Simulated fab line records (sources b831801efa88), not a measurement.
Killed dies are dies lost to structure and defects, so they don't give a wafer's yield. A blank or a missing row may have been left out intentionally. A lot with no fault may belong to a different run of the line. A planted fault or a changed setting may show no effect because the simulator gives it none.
Struck lot and sound lot, side by side	flow sky130	42 out of 708 route steps
Sound: the wafers L362.2, L362.4, L362.5. Wafers L353.1, L353.4, L353.6 were the ones struck. The cause is given at the end.
Per side, at each step with rows, come the tool, then ch with its chambers, and then its first start. Under that, the readings that differ: sound wafers	struck wafers	difference of the means	sigmas: that difference in standard deviations of wafers without a fault.
alike: same words and numbers on both sides, and readings whose means sit less than 2 such deviations apart. not compared: any withheld reading, any reading some wafer has no value for, any bound like >300 that may hide the same value, and any number with overlapping values for which the record gives no deviation.
A row with sigmas, a row that says differs or no value, or rows on one side alone: a step with any of these is where the two part. Numbers that don't overlap but have no deviation are shown without sigmas and don't part them. Lack of a reading on every wafer of one side parts them only where that side has two or more wafers.

first, 4 steps without rows for these wafers: SKY_PWDE_SOFTBAKE_03; SKY_PWDE_EXPOSE_04 (exposes mask PWDEM, target cd 840 nm); SKY_PWDE_PEB_05; SKY_PWDE_DEVELOP_06 (develop time 60 s).
SKY_PWDE_OVL_MEAS_07:
  sound: overlay-01 at day 8 02:55; struck: overlay-02 at day 6 00:52
  alike: PWDE_OVL
next, for these wafers, 1 step has no rows: SKY_PWDE_IMPLANT_08.
SKY_PWDE_STRIP_09: strips in O2/N2.
  sound on plasma-asher-04 ch 0,1, day 8 03:05; struck on plasma-asher-01 ch 0,1, day 6 01:02
reading	sound	struck	difference	sigmas
strip-time-to-endpoint-s (s)	36.93 36.85 36.86	36.61 36.68 36.73	-0.21	-2
  alike: drypump-motor-current-A, oes-product-au
  not compared: rf-hours-counter-h
SKY_PWDE_TW_MEAS_10:
  sound: film-metro-01 at day 8 03:12; struck: film-metro-01 at day 6 01:08
  alike: PWDE_TW
then, 4 steps without rows for these wafers: SKY_NWELL_DEHYDRATE_03 (time 60 s); SKY_NWELL_HMDS_04 (prime time 60 s); SKY_NWELL_COAT_05 (resist thk 3000 nm); SKY_NWELL_SOFTBAKE_06.
SKY_NWELL_EXPOSE_07: exposes mask NWM, target cd 840 nm.
  sound on iline-stepper-01 ch 0, day 8 13:59; struck on iline-stepper-02 ch 0, day 6 09:52
  alike: mask
then, 2 steps without rows for these wafers: SKY_NWELL_PEB_08; SKY_NWELL_DEVELOP_09 (develop time 60 s).
SKY_NWELL_OVL_MEAS_10:
  sound: overlay-01 at day 9 00:31; struck: overlay-01 at day 6 19:13
  alike: NWELL_00_OVL
then, 3 steps without rows for these wafers: SKY_NWELL_IMPLANT_11; SKY_NWELL_IMPLANT_12; SKY_NWELL_IMPLANT_13.
SKY_NWELL_STRIP_14: strips in O2/N2.
  sound on plasma-asher-02 ch 1, day 9 00:59; struck on plasma-asher-02 ch 0, day 6 19:41
  alike: drypump-motor-current-A, oes-product-au, strip-time-to-endpoint-s
  not compared: rf-hours-counter-h
SKY_NWELL_TW_MEAS_15:
  sound: film-metro-02 at day 9 01:06; struck: film-metro-03 at day 6 19:47
  alike: NWELL_TW
then, 7 steps without rows for these wafers: SKY_NWELL_DEHYDRATE_16 (time 60 s); SKY_NWELL_HMDS_17 (prime time 60 s); SKY_NWELL_COAT_18 (resist thk 3000 nm); SKY_NWELL_SOFTBAKE_19; SKY_NWELL_EXPOSE_20 (exposes mask NWM COMPLEMENT, target cd 840 nm); SKY_NWELL_PEB_21; SKY_NWELL_DEVELOP_22 (develop time 60 s).
SKY_NWELL_OVL_MEAS_23:
  sound: overlay-01 at day 9 23:26; struck: overlay-01 at day 7 14:50
  alike: NWELL_01_OVL
next, for these wafers, 1 step has no rows: SKY_NWELL_IMPLANT_24.
SKY_NWELL_STRIP_25: strips in O2/N2.
  sound on plasma-asher-01 ch 0,1, day 9 23:37; struck on plasma-asher-03 ch 0,1, day 7 15:02
  alike: drypump-motor-current-A, oes-product-au, strip-time-to-endpoint-s
  not compared: rf-hours-counter-h
SKY_NWELL_TW_MEAS_26:
  sound: film-metro-01 at day 9 23:43; struck: film-metro-03 at day 7 15:08
  alike: NWELL_2_TW
then, 1 step without rows for these wafers: SKY_NWELL_CLEAN_27 (cleans in SC1/SC2, time 150 s).
SKY_NWELL_RTA_28: time 30 s.
  sound on rtp-anneal-01 ch 0, day 9 23:50; struck on rtp-anneal-02 ch 0, day 7 15:14
  alike: anneal-temp-c-max, chamber-o2-ppm, lamp-power-pct, wafer_temp_C_max
SKY_NWELL_RS_MEAS_29: measures by four-point-probe.
  sound: film-metro-03 at day 9 23:56; struck: film-metro-01 at day 7 15:20
  alike: NWELL_RS
SKY_NWELL_RS_MEAS_31: measures by four-point-probe.
  sound: film-metro-03 at day 10 00:11; struck: film-metro-01 at day 7 15:35
  alike: PWDE_RS
then, 5 steps without rows for these wafers: SKY_VT_ADJUST_HVTP_DEHYDRATE_00 (time 60 s); SKY_VT_ADJUST_HVTP_HMDS_01 (prime time 60 s); SKY_VT_ADJUST_HVTP_COAT_02 (resist thk 1140 nm); SKY_VT_ADJUST_HVTP_SOFTBAKE_03 (time 60 s); SKY_VT_ADJUST_HVTP_EXPOSE_04 (exposes mask HVTPM, target cd 380 nm).
-- a jump in the record: the struck wafers' starts before and after are 41 days apart (it breaks off in module VT_ADJUST_HVTP and resumes in module PAD_OPEN, where the first step shown is number 708 of the route) --
SKY_PAD_OPEN_PROBE_99:
  sound: prober-02 at day 50 00:46; struck: prober-02 at day 48 08:10
reading	sound	struck	difference	sigmas
model.etest.res-nwell.line-ohm-um	1095 1066 1106	928.4 931.2 1007	-133.5	
model.etest.res-nwell.width-nm (nm)	835.9 829.7 833.7	979.9 930.1 884.8	+98.5	
model.etest.res-iso-pwell.width-nm (nm)	2649 2660 2642	2565 2602 2632	-51	
model.etest.iso-nwell-nwell.leak-log10-a-um	-13.75 -13.54 -13.75	-12.25 -12.55 -13.09	+1.05	
  alike: killed_at_M0_to_M3, killed_at_M4_up, killed-at-contacts, killed-at-front-end, killed-at-other, killed-dies, killed-open, killed-short
  not compared: model.etest.pfet_16v.r-on-ohm-um, model.etest.nfet_16v.r-on-ohm-um, model.etest.pfet_16v.drive-ua-um

## WHERE THEY PART
At SKY_PWDE_STRIP_09 and nowhere else, as far as this record goes. Later steps at which nothing parts them and some readings are alike: SKY_PWDE_TW_MEAS_10, SKY_NWELL_EXPOSE_07, SKY_NWELL_OVL_MEAS_10, SKY_NWELL_STRIP_14, SKY_NWELL_TW_MEAS_15, SKY_NWELL_OVL_MEAS_23, SKY_NWELL_STRIP_25, SKY_NWELL_TW_MEAS_26, SKY_NWELL_RTA_28, SKY_NWELL_RS_MEAS_29, SKY_NWELL_RS_MEAS_31, SKY_PAD_OPEN_PROBE_99.

WHY: the cause the simulator had injected
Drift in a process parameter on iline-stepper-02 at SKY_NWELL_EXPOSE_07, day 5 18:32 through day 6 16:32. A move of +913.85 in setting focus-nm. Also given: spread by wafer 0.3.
